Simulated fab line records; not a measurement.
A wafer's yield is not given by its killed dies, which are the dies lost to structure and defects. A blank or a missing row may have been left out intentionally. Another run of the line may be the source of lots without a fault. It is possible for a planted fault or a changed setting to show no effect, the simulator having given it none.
Matching of chambers / flow gf180mcu / rie diel-01 running GF_V2_ETCH_16: 4 sister chambers
The step etches BARC in N2/H2. 16 wafers are shown with their chamber, then 8 later ones without.

== WAFERS PAIRED WITH THEIR CHAMBERS ==
wafer=L076.1; chamber=2; drypump motor current A (A)=6.1; rf fwd power W (W)=494.1; oes product au (a.u.)=0.850
wafer=L076.2; chamber=0; drypump motor current A (A)=6.4; rf fwd power W (W)=495.6; oes product au (a.u.)=0.851
wafer=L076.3; chamber=3; drypump motor current A (A)=6.0; rf fwd power W (W)=493.9; oes product au (a.u.)=0.856
wafer=L079.2; chamber=2; drypump motor current A (A)=6.1; rf fwd power W (W)=490.8; oes product au (a.u.)=0.856
wafer=L079.3; chamber=3; drypump motor current A (A)=6.1; rf fwd power W (W)=494.7; oes product au (a.u.)=0.852
wafer=L079.5; chamber=3; drypump motor current A (A)=6.1; rf fwd power W (W)=497.9; oes product au (a.u.)=0.859
wafer=L080.1; chamber=1; drypump motor current A (A)=6.4; rf fwd power W (W)=497.7; oes product au (a.u.)=0.861
wafer=L080.3; chamber=3; drypump motor current A (A)=6.1; rf fwd power W (W)=497.4; oes product au (a.u.)=0.865
wafer=L080.4; chamber=2; drypump motor current A (A)=6.1; rf fwd power W (W)=494.4; oes product au (a.u.)=0.856
wafer=L087.1; chamber=1; drypump motor current A (A)=6.4; rf fwd power W (W)=495.7; oes product au (a.u.)=0.858
wafer=L087.2; chamber=0; drypump motor current A (A)=6.4; rf fwd power W (W)=497.7; oes product au (a.u.)=0.864
wafer=L087.3; chamber=3; drypump motor current A (A)=6.1; rf fwd power W (W)=496.2; oes product au (a.u.)=0.852
wafer=L090.1; chamber=0; drypump motor current A (A)=6.3; rf fwd power W (W)=497.1; oes product au (a.u.)=0.857
wafer=L090.3; chamber=1; drypump motor current A (A)=6.3; rf fwd power W (W)=497.5; oes product au (a.u.)=0.858
wafer=L090.6; chamber=3; drypump motor current A (A)=6.1; rf fwd power W (W)=498.2; oes product au (a.u.)=0.863
wafer=L091.1; chamber=0; drypump motor current A (A)=6.4; rf fwd power W (W)=498.6; oes product au (a.u.)=0.851

SIGNATURES (means of the wafers above)
reading=drypump motor current A; chamber 0=6.375; chamber 1=6.367; chamber 2=6.100; chamber 3=6.083; scatter within a chamber=0.0433
reading=rf fwd power W; chamber 0=497.250; chamber 1=496.967; chamber 2=493.100; chamber 3=496.383; scatter within a chamber=1.6
reading=oes product au; chamber 0=0.85575; chamber 1=0.85900; chamber 2=0.85400; chamber 3=0.85783; scatter within a chamber=0.00496
Rule: for a wafer and a chamber, the distance is found by dividing, reading by reading, the gap between the wafer's reading and the chamber's mean by the reading's scatter, squaring, summing and taking the root. The wafer belongs to the nearest chamber; if the next one is less than 2 further off, it can't be placed. The scatter: the root of (the sum of the squares of (reading less its chamber's mean) over the shown wafers, divided by (wafers less chambers)).

== WAFERS MISSING THEIR CHAMBER ==
wafer=L091.2; drypump motor current A (A)=6.0; rf fwd power W (W)=496.5; oes product au (a.u.)=0.860
wafer=L091.4; drypump motor current A (A)=6.3; rf fwd power W (W)=495.2; oes product au (a.u.)=0.861
wafer=L092.1; drypump motor current A (A)=6.3; rf fwd power W (W)=500.0; oes product au (a.u.)=0.850
wafer=L092.2; drypump motor current A (A)=6.4; rf fwd power W (W)=495.1; oes product au (a.u.)=0.857
wafer=L092.4; drypump motor current A (A)=6.1; rf fwd power W (W)=493.3; oes product au (a.u.)=0.857
wafer=L095.2; drypump motor current A (A)=6.1; rf fwd power W (W)=490.0; oes product au (a.u.)=0.857
wafer=L095.4; drypump motor current A (A)=6.0; rf fwd power W (W)=497.2; oes product au (a.u.)=0.848
wafer=L095.6; drypump motor current A (A)=6.4; rf fwd power W (W)=493.6; oes product au (a.u.)=0.851

== WHICH CHAMBER EACH WENT THROUGH ==
wafer=L091.2; from the rows above=can't be placed: 3 or 2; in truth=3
wafer=L091.4; from the rows above=can't be placed: 1 or 0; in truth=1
wafer=L092.1; from the rows above=can't be placed: 0 or 1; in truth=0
wafer=L092.2; from the rows above=can't be placed: 1 or 0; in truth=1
wafer=L092.4; from the rows above=can't be placed: 2 or 3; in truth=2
wafer=L095.2; from the rows above=can't be placed: 2 or 3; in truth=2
wafer=L095.4; from the rows above=can't be placed: 3 or 2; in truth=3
wafer=L095.6; from the rows above=can't be placed: 0 or 1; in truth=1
Placed correctly: 0 of 8. From these rows, 8 cannot be placed; in 8 the true chamber is one of the candidates. Placed wrongly: 0.
